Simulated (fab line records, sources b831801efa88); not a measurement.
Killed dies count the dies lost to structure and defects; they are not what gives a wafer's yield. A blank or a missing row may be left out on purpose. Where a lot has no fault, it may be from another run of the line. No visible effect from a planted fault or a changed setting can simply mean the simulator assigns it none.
Which tool is to blame? | flow gf180mcu | 36 wafers from 12 lots sampled at 6 of the route's 602 steps

== WHAT EACH GAUGE READ, for each wafer ==
GF_STI_CD_MEAS_12 targets a cd of 220 nm. Usual: 219.8 nm for cd-nm, sd 1.1.
lot  | measured    | on        | cd-nm (nm)        | flag
L920 | day 2 01:55 | cd-sem-01 | 220.5 219.9 220.9 |
L921 | day 2 07:46 | cd-sem-02 | 220.7 220.4 220.1 |
L928 | day 3 19:23 | cd-sem-02 | 221.0 221.0 220.6 |
L929 | day 3 23:58 | cd-sem-02 | 218.1 220.6 220.7 |
L932 | day 4 15:17 | cd-sem-01 | 218.2 217.6 217.4 |
L933 | day 4 20:10 | cd-sem-01 | 217.6 218.0 218.2 |
L934 | day 5 01:07 | cd-sem-02 | 219.1 218.7 219.1 |
L935 | day 5 06:50 | cd-sem-01 | 221.2 222.1 222.2 |
L938 | day 5 22:04 | cd-sem-02 | 220.4 220.0 220.1 |
L939 | day 6 04:00 | cd-sem-02 | 220.9 220.3 219.6 |
L941 | day 6 15:25 | cd-sem-01 | 218.9 219.5 219.4 |
L943 | day 7 01:38 | cd-sem-01 | 219.8 220.8 220.1 |

GF_MVSD_TW_MEAS_11. Usual: MVSD_TW gives 1591 (standard deviation 25).
lot  | measured     | on            | MVSD_TW        | flag
L920 | day 4 12:43  | film-metro-02 | 1620 1632 1628 |
L921 | day 4 18:39  | film-metro-04 | 1552 1554 1549 |
L928 | day 6 07:04  | film-metro-02 | 1492 1489 1491 | OFF
L929 | day 6 13:41  | film-metro-01 | 1453 1452 1456 | OFF
L932 | day 7 06:09  | film-metro-04 | 1588 1587 1582 |
L933 | day 7 10:48  | film-metro-04 | 1597 1602 1600 |
L934 | day 7 18:12  | film-metro-02 | 1611 1614 1620 |
L935 | day 7 23:19  | film-metro-01 | 1586 1582 1583 |
L938 | day 9 08:36  | film-metro-01 | 1563 1563 1571 |
L939 | day 9 11:53  | film-metro-01 | 1570 1565 1560 |
L941 | day 9 15:00  | film-metro-02 | 1630 1616 1622 |
L943 | day 10 02:49 | film-metro-01 | 1573 1586 1583 |

GF_VT_IMPLANT_RS_MEAS_46: a four-point-probe measurement. Usual: MVSD_RS gives 457.1 ohm/sq (standard deviation 1.3).
lot  | measured     | on            | MVSD_RS (ohm/sq)  | flag
L920 | day 7 14:34  | film-metro-02 | 458.2 459.1 458.2 |
L921 | day 7 20:06  | film-metro-04 | 458.9 458.6 458.8 |
L928 | day 9 16:29  | film-metro-02 | 533.3 534.2 534.0 | OFF
L929 | day 10 00:05 | film-metro-02 | 535.7 533.2 534.0 | OFF
L932 | day 10 19:25 | film-metro-04 | 458.6 458.8 458.8 |
L933 | day 11 01:21 | film-metro-04 | 455.7 456.9 455.6 |
L934 | day 11 11:50 | film-metro-02 | 457.8 458.2 457.8 |
L935 | day 11 16:25 | film-metro-01 | 456.2 457.1 456.1 |
L938 | day 13 07:56 | film-metro-02 | 457.4 458.0 457.6 |
L939 | day 13 11:59 | film-metro-01 | 455.9 455.3 455.4 |
L941 | day 13 15:12 | film-metro-02 | 457.7 457.8 457.1 |
L943 | day 14 04:37 | film-metro-01 | 454.3 455.7 456.0 |

GF_VT_IMPLANT_RS_MEAS_49: a four-point-probe measurement. Usual: MVPSD_RS gives 1169.3 ohm/sq (standard deviation 2.7).
lot  | measured     | on            | MVPSD_RS (ohm/sq)    | flag
L920 | day 7 14:56  | film-metro-02 | 1168.3 1168.3 1168.7 |
L921 | day 7 20:28  | film-metro-04 | 1169.2 1173.5 1173.0 |
L928 | day 9 16:50  | film-metro-02 | 1166.8 1169.2 1170.4 |
L929 | day 10 00:27 | film-metro-02 | 1169.2 1162.4 1170.0 |
L932 | day 10 19:47 | film-metro-04 | 1168.4 1169.5 1170.5 |
L933 | day 11 01:43 | film-metro-04 | 1169.8 1168.9 1166.3 |
L934 | day 11 12:12 | film-metro-02 | 1172.2 1172.3 1172.0 |
L935 | day 11 16:47 | film-metro-01 | 1169.7 1166.6 1168.8 |
L938 | day 13 08:18 | film-metro-02 | 1165.8 1163.9 1167.5 |
L939 | day 13 12:21 | film-metro-01 | 1170.3 1167.5 1169.5 |
L941 | day 13 15:34 | film-metro-02 | 1172.8 1176.0 1174.8 |
L943 | day 14 04:58 | film-metro-01 | 1170.7 1169.9 1169.9 |

== WHAT TOOL EACH LOT RAN ON (gives the tool, then ch and the chambers of the sampled wafers, and finally the start) ==
lot  | GF_STI_ETCH_14                  | GF_MVSD_IMPLANT_08
L920 | rie-si-02 ch 0,1,3, day 2 02:06 | implanter-04 ch 0, day 4 12:20
L921 | rie-si-02 ch 0,1,2, day 2 07:58 | implanter-02 ch 0, day 4 18:15
L928 | rie-si-02 ch 2,3, day 3 19:33   | implanter-02 ch 0, day 6 06:42
L929 | rie-si-02 ch 0,1,2, day 4 00:10 | implanter-02 ch 0, day 6 13:17
L932 | rie-si-02 ch 0,1,3, day 4 15:28 | implanter-04 ch 0, day 7 05:46
L933 | rie-si-02 ch 1,3, day 4 20:22   | implanter-04 ch 0, day 7 10:24
L934 | rie-si-02 ch 0,1,3, day 5 01:19 | implanter-03 ch 0, day 7 17:48
L935 | rie-si-01 ch 1,3, day 5 07:01   | implanter-04 ch 0, day 7 22:56
L938 | rie-si-01 ch 0,3, day 5 22:16   | implanter-04 ch 0, day 9 08:12
L939 | rie-si-01 ch 0,1,2, day 6 04:12 | implanter-04 ch 0, day 9 11:29
L941 | rie-si-02 ch 0,3, day 6 15:34   | implanter-02 ch 0, day 9 14:38
L943 | rie-si-01 ch 2,3, day 7 01:49   | implanter-03 ch 0, day 10 02:26
- GF_STI_ETCH_14: etches Si in HBr/Cl2/O2, target depth 360 nm, time 102.9 s.
- GF_MVSD_IMPLANT_08

== AS READ BY THE TOOLS THEMSELVES (means over the sampled wafers that have a number; for cases with no such wafer, the mark the record gives instead) ==
GF_STI_ETCH_14. Usual: drypump-motor-current-A 5.8 A, standard deviation 0.39; mfc-cl2-sccm 40.00 sccm, standard deviation 0.12; oes-product-au 0.997 a.u., standard deviation 0.0078; throttle-valve-pct 25.658 %, standard deviation 0.01.
lot  | tool      | drypump-motor-current-A (A) | mfc-cl2-sccm (sccm) | oes-product-au (a.u.) | throttle-valve-pct (%) | flag
L920 | rie-si-02 | 5.8                         | 40.11               | 0.996                 | 25.658                 |
L921 | rie-si-02 | 5.7                         | 39.95               | 1.001                 | 25.659                 |
L928 | rie-si-02 | 5.9                         | 40.10               | 0.996                 | 25.658                 |
L929 | rie-si-02 | 5.7                         | 39.96               | 0.992                 | 25.666                 |
L932 | rie-si-02 | 5.7                         | 40.01               | 0.996                 | 25.665                 |
L933 | rie-si-02 | 5.4                         | 39.86               | 1.005                 | 25.651                 |
L934 | rie-si-02 | 5.7                         | 39.93               | 1.000                 | 25.658                 |
L935 | rie-si-01 | 5.9                         | 40.09               | 0.999                 | 25.656                 |
L938 | rie-si-01 | 5.9                         | 39.94               | 1.001                 | 25.651                 |
L939 | rie-si-01 | 6.0                         | 39.98               | 0.986                 | 25.655                 |
L941 | rie-si-02 | 6.0                         | 39.97               | 0.993                 | 25.649                 |
L943 | rie-si-01 | 5.5                         | 40.06               | 1.009                 | 25.642                 |

GF_MVSD_IMPLANT_08. Usual: dose-ions-cm2 1.5997e+13, standard deviation 1.4e+10; faraday-current-uA 90.1, standard deviation 1.8.
lot  | tool         | dose-ions-cm2 | faraday-current-uA | flag
L920 | implanter-04 | 1.6004e+13    | 89.7               |
L921 | implanter-02 | 1.5995e+13    | 88.9               |
L928 | implanter-02 | 1.1749e+13    | 67.3               | OFF
L929 | implanter-02 | 1.1748e+13    | 67.0               | OFF
L932 | implanter-04 | 1.6013e+13    | 88.5               |
L933 | implanter-04 | 1.5997e+13    | 89.1               |
L934 | implanter-03 | 1.5991e+13    | 90.4               |
L935 | implanter-04 | 1.5986e+13    | 88.1               |
L938 | implanter-04 | 1.6002e+13    | 92.1               |
L939 | implanter-04 | 1.5997e+13    | 89.3               |
L941 | implanter-02 | 1.5994e+13    | 91.1               |
L943 | implanter-03 | 1.6002e+13    | 90.6               |

== THE ANSWER, worked out from the rows above alone ==
Rule: a lot counts as off when the mean over its wafers that have a number is more than 3 standard deviations away from the usual mean. Also off: a lot with no number at a reading for which 4 or more lots have one. The other lots that the step has rows for count as sound. First the gauges in route order, then the tools' own readings, where a lot's mean is used as printed above. The first step at which some lot is off is used, and at that step the reading that is off furthest; a lot without a number counts as furthest.
Off: at GF_MVSD_TW_MEAS_11 (MVSD_TW), L928, L929.
If a tool, at a process step before that reading, ran all the lots that are off and no sound lot after the first of them, it fits. Not tried: the gauges at GF_MVSD_TW_MEAS_11; whatever is off there is also off at GF_MVSD_IMPLANT_08, on other tools, and gauge error can't account for it. No candidate that was tried fits.

== WHAT HAD BEEN PUT IN BY THE SIMULATOR ==
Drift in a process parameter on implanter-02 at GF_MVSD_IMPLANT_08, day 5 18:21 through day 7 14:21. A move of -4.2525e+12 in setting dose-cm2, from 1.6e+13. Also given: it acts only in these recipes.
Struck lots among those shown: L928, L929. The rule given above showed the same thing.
